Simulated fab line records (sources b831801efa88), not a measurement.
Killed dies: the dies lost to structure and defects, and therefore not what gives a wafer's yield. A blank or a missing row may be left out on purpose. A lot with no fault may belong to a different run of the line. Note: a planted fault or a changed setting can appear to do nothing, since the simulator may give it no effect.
8D (eight disciplines) problem report, filled in by code || flow sky130 || the parts of the form that need people (team, actions taken, sign-off) are left out

## 1. WHAT IS WRONG
Mean of killed_at_front_end at SKY_PAD_OPEN_PROBE_99: 63 across 6 wafers in 2 lots; on wafers with no fault it is 15 (standard deviation 4.3). That is +11 standard deviations from the usual mean.
The first sign was on wafer L603.2 at day 48 11:29, on prober-02. The record holds 39 wafers of 13 lots with a number at this step. By rule, "out" or "out of limits" means more than 4 standard deviations away from the usual mean. The rest of the wafers with a number are treated as sound.

## 2. WHAT THIS IS AND IS NOT
{"question": "which readings at this step", "is": "killed_at_front_end", "is not": "killed_at_M4_up, killed_at_contacts, killed_at_other"}
{"question": "which lots", "is": "L603, L604", "is not": "L591, L592, L594, L597, L598, L605, L606, L608, L609, L610, L614"}
{"question": "which wafers of those lots", "is": "all that have a number", "is not": "-"}
{"question": "read on which tools", "is": "prober-01, prober-02", "is not": "-"}
{"question": "when", "is": "from day 48 11:29", "is not": "up to then (15 sound wafers); but 18 sound wafers of L605, L606, L608, L609, L610, L614 came after"}

## 3. SUSPECTS, AND WHAT RULES EACH OUT
Counting: any tool at a process step up to the reading is kept as a suspect provided that every lot that is out went through it and no sound lot did after the first of them.
- rie_diel-03 at SKY_SPACER_ETCHBACK_02 (etches Si3N4 in CH3F/O2, stops on SiO2, time 46.7 s, target depth 45 nm): ruled out as a lasting fault. Sound lots L606, L608, L614 ran on it after its first lot that is out, L603 (day 27 08:45).
Left after counting: nothing in the record.

## 4. THE CAUSE (what the simulator had put in)
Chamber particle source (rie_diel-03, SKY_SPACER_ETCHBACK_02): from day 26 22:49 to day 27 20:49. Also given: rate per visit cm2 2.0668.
The count ruled it out by mistake, since the rule takes a fault to strike every lot its tool runs from the start of the fault on, and this one did not do so.

## 5. THE CHAIN OF EFFECTS, in route order
Each row: a reading whose mean over the struck wafers that have a number lies more than 3 standard deviations from the usual. Only readings for which the record gives a usual standard deviation are gone through. hours: the time from each lot's start at the first step in this table that gives one to its start at this step, as a median over the lots. sigmas: the change in usual standard deviations.
{"hours": 0, "step": "SKY_PAD_OPEN_PROBE_99", "reading": "killed_at_front_end", "usual": 15, "on struck wafers": 63, "change": "+48", "sigmas": "+11"}
{"hours": 0, "step": "SKY_PAD_OPEN_PROBE_99", "reading": "killed_dies", "usual": 85, "on struck wafers": 120, "change": "+35", "sigmas": "+3.7"}
The process steps in it:
- SKY_PAD_OPEN_PROBE_99

## 6. WHAT WOULD HAVE CAUGHT IT SOONER
The fault began at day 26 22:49; the first out-of-limits reading in this record came at day 48 11:29, 517 hours later.
An alarm limit of 4 standard deviations would not have fired on the tool readings at SKY_SPACER_ETCHBACK_02 for which the record gives a usual standard deviation, since none of them was out on any struck wafer.
